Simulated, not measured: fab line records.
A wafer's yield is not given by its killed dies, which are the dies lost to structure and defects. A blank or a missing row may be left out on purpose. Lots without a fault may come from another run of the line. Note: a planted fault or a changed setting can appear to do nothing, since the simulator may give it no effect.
What tool caused it? + flow gf180mcu + 12 lots with 36 wafers sampled at 3 steps, on a route of 602 steps

== WHAT THE GAUGES READ, wafer by wafer ==
GF_PASSIVATION_THK_MEAS_01.
| lot  | measured     | on            | PASSIVATION_CVD_00_THK (nm) |
|------|--------------|---------------|-----------------------------|
| L450 | day 28 11:51 | film metro-04 | 981 1001 992                |
| L452 | day 29 02:01 | film metro-01 | 997 991 1016                |
| L453 | day 29 10:58 | film metro-01 | 983 970 991                 |
| L454 | day 29 18:27 | film metro-01 | 991 985 1023                |
| L455 | day 29 19:03 | film metro-03 | 999 993 1013                |
| L457 | day 30 13:41 | film metro-04 | 994 1017 1002               |
| L458 | day 30 19:23 | film metro-04 | 999 1019 1026               |
| L461 | day 31 16:43 | film metro-01 | 1002 1009 1035              |
| L462 | day 31 19:03 | film metro-03 | 1004 1000 1006              |
| L464 | day 32 10:12 | film metro-03 | 983 997 1013                |
| L470 | day 33 20:36 | film metro-03 | 985 1009 1006               |
| L472 | day 34 12:25 | film metro-01 | 990 987 1001                |

== TOOL THAT RAN EACH LOT (tool first, then ch and the chambers of the sampled wafers, then the start) ==
| lot  | GF_M3_SPUTTER_04             | GF_V5_ETCH_16                      |
|------|------------------------------|------------------------------------|
| L450 | pvd sputter-02, day 20 15:34 | rie diel-04 ch 0,1,2, day 27 13:06 |
| L452 | pvd sputter-02, day 21 12:07 | rie diel-04 ch 0,3, day 28 03:32   |
| L453 | pvd sputter-03, day 21 22:08 | rie diel-02 ch 0,1, day 28 12:54   |
| L454 | pvd sputter-03, day 22 08:37 | rie diel-02 ch 0,2,3, day 28 20:14 |
| L455 | pvd sputter-01, day 22 10:38 | rie diel-02 ch 0,1,3, day 28 21:50 |
| L457 | pvd sputter-02, day 23 06:59 | rie diel-02 ch 0,1,3, day 29 16:22 |
| L458 | pvd sputter-02, day 23 13:56 | rie diel-03 ch 0,1,3, day 29 22:17 |
| L461 | pvd sputter-02, day 24 18:38 | rie diel-02 ch 0,1, day 30 20:23   |
| L462 | pvd sputter-02, day 24 21:08 | rie diel-02 ch 0,3, day 30 23:20   |
| L464 | pvd sputter-02, day 25 16:40 | rie diel-03 ch 0,2, day 31 14:56   |
| L470 | pvd sputter-01, day 27 10:11 | rie diel-02 ch 0,3, day 33 02:49   |
| L472 | pvd sputter-03, day 28 08:40 | rie diel-04 ch 1,2, day 33 19:30   |
- GF_M3_SPUTTER_04: material TiN, target thk 50 nm, time 41.7 s.
- GF_V5_ETCH_16: etches BARC in N2/H2.

== WHAT THE TOOLS THEMSELVES READ (means of the sampled wafers that have a number; where no wafer has one, the mark that the record gives instead) ==
GF_M3_SPUTTER_04.
| lot  | tool           | chamber pressure pa (Pa) | throttle valve pct (%) |
|------|----------------|--------------------------|------------------------|
| L450 | pvd sputter-02 | 0.4009                   | 30.1                   |
| L452 | pvd sputter-02 | 0.4003                   | 30.2                   |
| L453 | pvd sputter-03 | 0.4000                   | 30.6                   |
| L454 | pvd sputter-03 | 0.3995                   | 30.3                   |
| L455 | pvd sputter-01 | 0.4000                   | 30.7                   |
| L457 | pvd sputter-02 | 0.4000                   | 29.6                   |
| L458 | pvd sputter-02 | 0.3998                   | 29.2                   |
| L461 | pvd sputter-02 | 0.3999                   | 29.6                   |
| L462 | pvd sputter-02 | 0.3998                   | 30.0                   |
| L464 | pvd sputter-02 | 0.4004                   | 29.2                   |
| L470 | pvd sputter-01 | 0.4000                   | 29.2                   |
| L472 | pvd sputter-03 | 0.4005                   | 30.3                   |

GF_V5_ETCH_16.
| lot  | tool        | drypump motor current A (A) | oes product au (a.u.) | throttle valve pct (%) |
|------|-------------|-----------------------------|-----------------------|------------------------|
| L450 | rie diel-04 | 5.8                         | 0.851                 | 13.496                 |
| L452 | rie diel-04 | 5.6                         | 0.852                 | 13.494                 |
| L453 | rie diel-02 | 6.0                         | 0.858                 | 13.497                 |
| L454 | rie diel-02 | 6.0                         | 0.853                 | 13.485                 |
| L455 | rie diel-02 | 5.9                         | 0.852                 | 13.490                 |
| L457 | rie diel-02 | 5.8                         | 0.853                 | 13.499                 |
| L458 | rie diel-03 | 5.7                         | 0.856                 | 13.494                 |
| L461 | rie diel-02 | 5.9                         | 0.853                 | 13.493                 |
| L462 | rie diel-02 | 5.8                         | 0.853                 | 13.490                 |
| L464 | rie diel-03 | 5.9                         | 0.859                 | 13.503                 |
| L470 | rie diel-02 | 6.1                         | 0.855                 | 13.490                 |
| L472 | rie diel-04 | 6.1                         | 0.854                 | 13.499                 |

== THE ANSWER, worked out from the rows above alone ==
Rule: what is usual is taken from the lots themselves. The widest of any qualifying gaps counts: lots, ordered by their means at a reading, are off when they make up no more than a third of the lots, leave a main group of 4 or more, and stand apart from it by 3 or more times the standard deviation of that group's means. Not used: any main group whose means are identical at the precision the tables above print for the reading. A lot without any number at a reading at which 4 lots or more have one is off too. Any other lot the step has rows for is counted as sound. First the gauges in route order, then the tools' own readings, where a lot's mean is used as printed above. At the first step where some lot is off, the reading lying furthest off is the one used; lots without a number count as furthest.
No lot is off at any reading shown: from this, nothing can be told.

== WHAT THE SIMULATOR HAD PUT IN ==
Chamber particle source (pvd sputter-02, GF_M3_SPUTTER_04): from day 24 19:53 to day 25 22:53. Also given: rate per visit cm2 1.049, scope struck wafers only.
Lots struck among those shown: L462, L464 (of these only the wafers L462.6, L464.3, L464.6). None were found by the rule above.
